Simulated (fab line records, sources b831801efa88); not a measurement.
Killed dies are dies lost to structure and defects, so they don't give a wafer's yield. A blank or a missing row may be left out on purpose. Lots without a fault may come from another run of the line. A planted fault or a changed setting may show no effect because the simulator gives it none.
Which tool did it? | flow sky130 | 11 lots, 33 wafers sampled, at 1 step of a route of 708

WHAT THE GAUGES READ, wafer by wafer
SKY_LOCAL_INTERCONNECT_THK_MEAS_02: measures by xrf.
lot  | measured     | on            | LOCAL_INTERCONNECT_TIN_THK (nm)
L384 | day 29 10:25 | film_metro-03 | 100.4 100.3 100.0
L386 | day 29 17:11 | film_metro-02 | 98.5 99.0 99.5
L387 | day 30 12:22 | film_metro-02 | 100.8 100.9 100.9
L391 | day 31 19:43 | film_metro-02 | 99.4 100.3 99.4
L393 | day 32 13:19 | film_metro-03 | 99.1 99.6 99.7
L395 | day 32 18:59 | film_metro-04 | 98.6 98.0 98.9
L396 | day 32 23:10 | film_metro-04 | 100.5 100.5 100.2
L397 | day 33 07:22 | film_metro-02 | 99.5 97.6 97.7
L398 | day 33 17:38 | film_metro-04 | 98.6 97.4 98.2
L405 | day 35 23:11 | film_metro-04 | 97.2 99.0 97.3
L406 | day 35 23:49 | film_metro-02 | 97.5 99.9 99.5

WHICH TOOL RAN EACH LOT (tool, then ch and the chambers of the sampled wafers, then the start)
The record holds no process step before these readings.

THE ANSWER, worked out from the rows above alone
Rule: what is usual is taken from the lots themselves. Put in order of their means at a reading, lots are off if they are a third of the lots or fewer, leave a main group of 4 or more, and stand apart from it by a gap of 3 or more times the standard deviation of the main group's means; of several such gaps the widest counts. A main group whose means are all the same, to the digits that the tables above print for the reading, isn't used. A lot without any number at a reading at which 4 lots or more have one is off too. The other lots that the step has rows for count as sound.
No lot is off at any reading shown: from this, nothing can be told.

WHAT THE SIMULATOR HAD PUT IN
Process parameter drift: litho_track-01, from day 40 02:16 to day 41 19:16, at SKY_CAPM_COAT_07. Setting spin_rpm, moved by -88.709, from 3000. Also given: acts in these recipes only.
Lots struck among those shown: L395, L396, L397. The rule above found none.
